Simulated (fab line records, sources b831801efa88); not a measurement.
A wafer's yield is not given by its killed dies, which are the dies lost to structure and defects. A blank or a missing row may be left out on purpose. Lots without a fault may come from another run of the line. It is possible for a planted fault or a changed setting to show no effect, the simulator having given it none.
Which tool was responsible? || flow gf180mcu || Sampling: 12 lots, 36 wafers, 6 of 602 route steps

## WHAT EACH GAUGE READ, for each wafer
GF_NWELL_OVL_MEAS_07.
{"lot": "L520", "measured": "day 4 07:01", "on": "overlay-02", "NWELL_OVL (nm)": "-1.5 -1.9 -1.9"}
{"lot": "L521", "measured": "day 4 16:24", "on": "overlay-02", "NWELL_OVL (nm)": "-4.5 -3.6 -2.7"}
{"lot": "L523", "measured": "day 4 21:17", "on": "overlay-01", "NWELL_OVL (nm)": "-0.4 1.6 0.3"}
{"lot": "L524", "measured": "day 5 04:11", "on": "overlay-02", "NWELL_OVL (nm)": "-0.8 -0.5 0.3"}
{"lot": "L525", "measured": "day 5 10:28", "on": "overlay-02", "NWELL_OVL (nm)": "-0.7 -1.1 -2.7"}
{"lot": "L526", "measured": "day 5 14:40", "on": "overlay-01", "NWELL_OVL (nm)": "2.8 1.8 -0.1"}
{"lot": "L527", "measured": "day 5 19:45", "on": "overlay-01", "NWELL_OVL (nm)": "2.0 0.2 2.7"}
{"lot": "L528", "measured": "day 5 23:53", "on": "overlay-01", "NWELL_OVL (nm)": "-1.6 -3.3 -1.2"}
{"lot": "L529", "measured": "day 6 06:29", "on": "overlay-02", "NWELL_OVL (nm)": "-0.1 -0.9 -1.0"}
{"lot": "L531", "measured": "day 6 15:36", "on": "overlay-01", "NWELL_OVL (nm)": "-0.3 -1.9 -1.9"}
{"lot": "L538", "measured": "day 8 07:21", "on": "overlay-02", "NWELL_OVL (nm)": "-1.3 0.5 0.5"}
{"lot": "L539", "measured": "day 8 11:51", "on": "overlay-02", "NWELL_OVL (nm)": "-0.3 0.6 -3.3"}

GF_MVPSD_OVL_MEAS_07.
{"lot": "L520", "measured": "day 6 02:37", "on": "overlay-01", "MVPSD_OVL (nm)": "-1.4 -0.7 -0.6"}
{"lot": "L521", "measured": "day 6 13:05", "on": "overlay-01", "MVPSD_OVL (nm)": "-1.2 1.6 1.3"}
{"lot": "L523", "measured": "day 6 18:08", "on": "overlay-02", "MVPSD_OVL (nm)": "0.3 0.0 -2.2"}
{"lot": "L524", "measured": "day 7 00:25", "on": "overlay-01", "MVPSD_OVL (nm)": "0.0 -0.9 0.1"}
{"lot": "L525", "measured": "day 7 07:56", "on": "overlay-02", "MVPSD_OVL (nm)": "0.9 -0.2 -0.2"}
{"lot": "L526", "measured": "day 7 13:01", "on": "overlay-02", "MVPSD_OVL (nm)": "1.1 1.7 0.9"}
{"lot": "L527", "measured": "day 7 18:31", "on": "overlay-02", "MVPSD_OVL (nm)": "-0.8 -1.4 -1.1"}
{"lot": "L528", "measured": "day 7 23:25", "on": "overlay-02", "MVPSD_OVL (nm)": "-1.9 -2.1 -2.0"}
{"lot": "L529", "measured": "day 8 05:52", "on": "overlay-02", "MVPSD_OVL (nm)": "2.7 1.9 0.6"}
{"lot": "L531", "measured": "day 8 16:07", "on": "overlay-02", "MVPSD_OVL (nm)": "-1.0 -2.6 -2.2"}
{"lot": "L538", "measured": "day 10 11:54", "on": "overlay-02", "MVPSD_OVL (nm)": "-0.3 -0.7 -1.8"}
{"lot": "L539", "measured": "day 10 17:01", "on": "overlay-02", "MVPSD_OVL (nm)": "-2.7 0.8 0.9"}

GF_MVPSD_TW_MEAS_11.
{"lot": "L520", "measured": "day 6 03:03", "on": "film-metro-02", "MVPSD_TW": "550.9 552.7 553.1"}
{"lot": "L521", "measured": "day 6 13:31", "on": "film-metro-04", "MVPSD_TW": "549.7 550.1 551.7"}
{"lot": "L523", "measured": "day 6 18:35", "on": "film-metro-01", "MVPSD_TW": "551.8 551.9 551.9"}
{"lot": "L524", "measured": "day 7 00:51", "on": "film-metro-02", "MVPSD_TW": "551.5 550.1 556.9"}
{"lot": "L525", "measured": "day 7 08:23", "on": "film-metro-01", "MVPSD_TW": "554.6 557.2 553.3"}
{"lot": "L526", "measured": "day 7 13:29", "on": "film-metro-01", "MVPSD_TW": "550.7 554.0 550.8"}
{"lot": "L527", "measured": "day 7 18:58", "on": "film-metro-01", "MVPSD_TW": "550.9 555.0 552.2"}
{"lot": "L528", "measured": "day 7 23:51", "on": "film-metro-04", "MVPSD_TW": "556.7 550.5 552.3"}
{"lot": "L529", "measured": "day 8 06:17", "on": "film-metro-01", "MVPSD_TW": "573.6 571.2 571.7"}
{"lot": "L531", "measured": "day 8 16:34", "on": "film-metro-02", "MVPSD_TW": "575.4 574.0 574.5"}
{"lot": "L538", "measured": "day 10 12:21", "on": "film-metro-02", "MVPSD_TW": "555.4 556.3 553.9"}
{"lot": "L539", "measured": "day 10 17:28", "on": "film-metro-02", "MVPSD_TW": "554.2 551.5 552.5"}

GF_VT_IMPLANT_RS_MEAS_49: a four-point-probe measurement.
{"lot": "L520", "measured": "day 8 19:10", "on": "film-metro-01", "MVPSD_RS (ohm/sq)": "1163.8 1166.3 1163.3"}
{"lot": "L521", "measured": "day 9 06:50", "on": "film-metro-01", "MVPSD_RS (ohm/sq)": "1166.5 1164.5 1165.5"}
{"lot": "L523", "measured": "day 9 12:23", "on": "film-metro-01", "MVPSD_RS (ohm/sq)": "1167.4 1165.7 1167.6"}
{"lot": "L524", "measured": "day 9 21:38", "on": "film-metro-04", "MVPSD_RS (ohm/sq)": "1167.1 1167.5 1171.1"}
{"lot": "L525", "measured": "day 10 05:28", "on": "film-metro-02", "MVPSD_RS (ohm/sq)": "1172.9 1167.3 1170.5"}
{"lot": "L526", "measured": "day 10 09:06", "on": "film-metro-01", "MVPSD_RS (ohm/sq)": "1165.8 1164.8 1167.4"}
{"lot": "L527", "measured": "day 10 16:11", "on": "film-metro-04", "MVPSD_RS (ohm/sq)": "1167.9 1167.1 1165.0"}
{"lot": "L528", "measured": "day 10 21:30", "on": "film-metro-02", "MVPSD_RS (ohm/sq)": "1165.7 1167.2 1166.2"}
{"lot": "L529", "measured": "day 11 04:27", "on": "film-metro-01", "MVPSD_RS (ohm/sq)": "1033.4 1036.5 1034.8"}
{"lot": "L531", "measured": "day 11 17:44", "on": "film-metro-01", "MVPSD_RS (ohm/sq)": "1032.2 1034.5 1034.1"}
{"lot": "L538", "measured": "day 13 18:38", "on": "film-metro-02", "MVPSD_RS (ohm/sq)": "1167.9 1169.2 1172.0"}
{"lot": "L539", "measured": "day 14 01:16", "on": "film-metro-04", "MVPSD_RS (ohm/sq)": "1167.3 1170.5 1168.8"}

## TOOL THAT RAN EACH LOT (tool first, then ch and the chambers of the sampled wafers, then the start)
{"lot": "L520", "GF_NWELL_STRIP_10": "plasma-asher-02 ch 0,1, day 4 07:21", "GF_MVPSD_IMPLANT_09": "implanter-04 ch 0, day 6 02:48"}
{"lot": "L521", "GF_NWELL_STRIP_10": "plasma-asher-04 ch 0,1, day 4 16:46", "GF_MVPSD_IMPLANT_09": "implanter-04 ch 0, day 6 13:18"}
{"lot": "L523", "GF_NWELL_STRIP_10": "plasma-asher-03 ch 0,1, day 4 21:38", "GF_MVPSD_IMPLANT_09": "implanter-03 ch 0, day 6 18:20"}
{"lot": "L524", "GF_NWELL_STRIP_10": "plasma-asher-03 ch 0,1, day 5 04:32", "GF_MVPSD_IMPLANT_09": "implanter-03 ch 0, day 7 00:36"}
{"lot": "L525", "GF_NWELL_STRIP_10": "plasma-asher-04 ch 0,1, day 5 10:48", "GF_MVPSD_IMPLANT_09": "implanter-04 ch 0, day 7 08:08"}
{"lot": "L526", "GF_NWELL_STRIP_10": "plasma-asher-03 ch 0,1, day 5 15:00", "GF_MVPSD_IMPLANT_09": "implanter-03 ch 0, day 7 13:12"}
{"lot": "L527", "GF_NWELL_STRIP_10": "plasma-asher-03 ch 0,1, day 5 20:07", "GF_MVPSD_IMPLANT_09": "implanter-03 ch 0, day 7 18:45"}
{"lot": "L528", "GF_NWELL_STRIP_10": "plasma-asher-04 ch 0,1, day 6 00:14", "GF_MVPSD_IMPLANT_09": "implanter-02 ch 0, day 7 23:36"}
{"lot": "L529", "GF_NWELL_STRIP_10": "plasma-asher-04 ch 0,1, day 6 06:50", "GF_MVPSD_IMPLANT_09": "implanter-03 ch 0, day 8 06:02"}
{"lot": "L531", "GF_NWELL_STRIP_10": "plasma-asher-02 ch 0,1, day 6 15:58", "GF_MVPSD_IMPLANT_09": "implanter-03 ch 0, day 8 16:20"}
{"lot": "L538", "GF_NWELL_STRIP_10": "plasma-asher-03 ch 0,1, day 8 07:43", "GF_MVPSD_IMPLANT_09": "implanter-04 ch 0, day 10 12:08"}
{"lot": "L539", "GF_NWELL_STRIP_10": "plasma-asher-03 ch 0,1, day 8 12:11", "GF_MVPSD_IMPLANT_09": "implanter-04 ch 0, day 10 17:13"}
- GF_NWELL_STRIP_10: strips in O2/N2.
- GF_MVPSD_IMPLANT_09

## WHAT THE TOOLS THEMSELVES READ (means of the sampled wafers that have a number; where no wafer has one, the mark that the record gives instead)
GF_NWELL_STRIP_10.
{"lot": "L520", "tool": "plasma-asher-02", "drypump-motor-current-A (A)": 5.37, "heater-power-w (W)": 319, "oes-product-au (a.u.)": 0.721, "strip-time-to-endpoint-s (s)": 36.78}
{"lot": "L521", "tool": "plasma-asher-04", "drypump-motor-current-A (A)": 5.75, "heater-power-w (W)": 324, "oes-product-au (a.u.)": 0.724, "strip-time-to-endpoint-s (s)": 36.63}
{"lot": "L523", "tool": "plasma-asher-03", "drypump-motor-current-A (A)": 5.91, "heater-power-w (W)": 353, "oes-product-au (a.u.)": 0.726, "strip-time-to-endpoint-s (s)": 36.90}
{"lot": "L524", "tool": "plasma-asher-03", "drypump-motor-current-A (A)": 5.90, "heater-power-w (W)": 359, "oes-product-au (a.u.)": 0.726, "strip-time-to-endpoint-s (s)": 36.85}
{"lot": "L525", "tool": "plasma-asher-04", "drypump-motor-current-A (A)": 5.74, "heater-power-w (W)": 325, "oes-product-au (a.u.)": 0.720, "strip-time-to-endpoint-s (s)": 36.86}
{"lot": "L526", "tool": "plasma-asher-03", "drypump-motor-current-A (A)": 5.92, "heater-power-w (W)": 349, "oes-product-au (a.u.)": 0.723, "strip-time-to-endpoint-s (s)": 36.99}
{"lot": "L527", "tool": "plasma-asher-03", "drypump-motor-current-A (A)": 5.90, "heater-power-w (W)": 355, "oes-product-au (a.u.)": 0.722, "strip-time-to-endpoint-s (s)": 36.98}
{"lot": "L528", "tool": "plasma-asher-04", "drypump-motor-current-A (A)": 5.86, "heater-power-w (W)": 327, "oes-product-au (a.u.)": 0.722, "strip-time-to-endpoint-s (s)": 36.92}
{"lot": "L529", "tool": "plasma-asher-04", "drypump-motor-current-A (A)": 5.75, "heater-power-w (W)": 327, "oes-product-au (a.u.)": 0.718, "strip-time-to-endpoint-s (s)": 36.97}
{"lot": "L531", "tool": "plasma-asher-02", "drypump-motor-current-A (A)": 5.38, "heater-power-w (W)": 313, "oes-product-au (a.u.)": 0.728, "strip-time-to-endpoint-s (s)": 37.05}
{"lot": "L538", "tool": "plasma-asher-03", "drypump-motor-current-A (A)": 5.91, "heater-power-w (W)": 349, "oes-product-au (a.u.)": 0.720, "strip-time-to-endpoint-s (s)": 36.91}
{"lot": "L539", "tool": "plasma-asher-03", "drypump-motor-current-A (A)": 5.91, "heater-power-w (W)": 344, "oes-product-au (a.u.)": 0.724, "strip-time-to-endpoint-s (s)": 36.88}

GF_MVPSD_IMPLANT_09.
{"lot": "L520", "tool": "implanter-04", "dose-ions-cm2": 4.994e+12, "faraday-current-uA": 27.8}
{"lot": "L521", "tool": "implanter-04", "dose-ions-cm2": 4.991e+12, "faraday-current-uA": 28.4}
{"lot": "L523", "tool": "implanter-03", "dose-ions-cm2": 5.001e+12, "faraday-current-uA": 28.6}
{"lot": "L524", "tool": "implanter-03", "dose-ions-cm2": 4.999e+12, "faraday-current-uA": 28.1}
{"lot": "L525", "tool": "implanter-04", "dose-ions-cm2": 4.995e+12, "faraday-current-uA": 27.9}
{"lot": "L526", "tool": "implanter-03", "dose-ions-cm2": 4.998e+12, "faraday-current-uA": 28.2}
{"lot": "L527", "tool": "implanter-03", "dose-ions-cm2": 5.002e+12, "faraday-current-uA": 27.8}
{"lot": "L528", "tool": "implanter-02", "dose-ions-cm2": 4.999e+12, "faraday-current-uA": 27.6}
{"lot": "L529", "tool": "implanter-03", "dose-ions-cm2": 8.835e+12, "faraday-current-uA": 49.5}
{"lot": "L531", "tool": "implanter-03", "dose-ions-cm2": 8.836e+12, "faraday-current-uA": 50.6}
{"lot": "L538", "tool": "implanter-04", "dose-ions-cm2": 4.998e+12, "faraday-current-uA": 27.7}
{"lot": "L539", "tool": "implanter-04", "dose-ions-cm2": 5.001e+12, "faraday-current-uA": 28.5}

## THE ANSWER, worked out from the rows above alone
Rule: usual is defined by the lots themselves. The widest of any qualifying gaps counts: lots, ordered by their means at a reading, are off when they make up no more than a third of the lots, leave a main group of 4 or more, and stand apart from it by 3 or more times the standard deviation of that group's means. Not used: any main group whose means are identical at the precision the tables above print for the reading. A lot without any number at a reading at which 4 lots or more have one is off too. Where the step has rows for the other lots, those lots are counted as sound. Order of review: gauges by route order, followed by the tools' own readings, for which a lot's mean as printed above is used. At the first step where some lot is off, the reading lying furthest off is the one used; lots without a number count as furthest.
Off: L529, L531, at GF_MVPSD_TW_MEAS_11 (MVPSD_TW). Main group: mean 552.8, sd 1.4.
If a tool, at a process step before that reading, ran all the lots that are off and no sound lot after the first of them, it fits. Not tried: the gauges at GF_MVPSD_TW_MEAS_11; whatever is off there is also off at GF_MVPSD_IMPLANT_09, on other tools, and gauge error can't account for it. One candidate fits, namely implanter-03 at GF_MVPSD_IMPLANT_09. A fault onset in the window from L527 (day 7 18:45, its last sound lot) to L529 (day 8 06:02, its first lot off) fits.
The tool's own readings at GF_MVPSD_IMPLANT_09 bear it out: on the lots that are off they differ by more than 5 times the standard deviation of the sound lots' means. dose-ions-cm2 reads 8.836e+12 there against 4.998e+12 on the sound lots; faraday-current-uA reads 50.0 there against 28.1 on the sound lots.

## WHAT WAS PUT IN BY THE SIMULATOR
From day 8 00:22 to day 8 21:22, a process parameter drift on implanter-03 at GF_MVPSD_IMPLANT_09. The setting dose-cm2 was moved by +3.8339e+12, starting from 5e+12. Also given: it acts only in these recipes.
Shown lots that were struck: L529, L531. This agrees with what the rule above found.
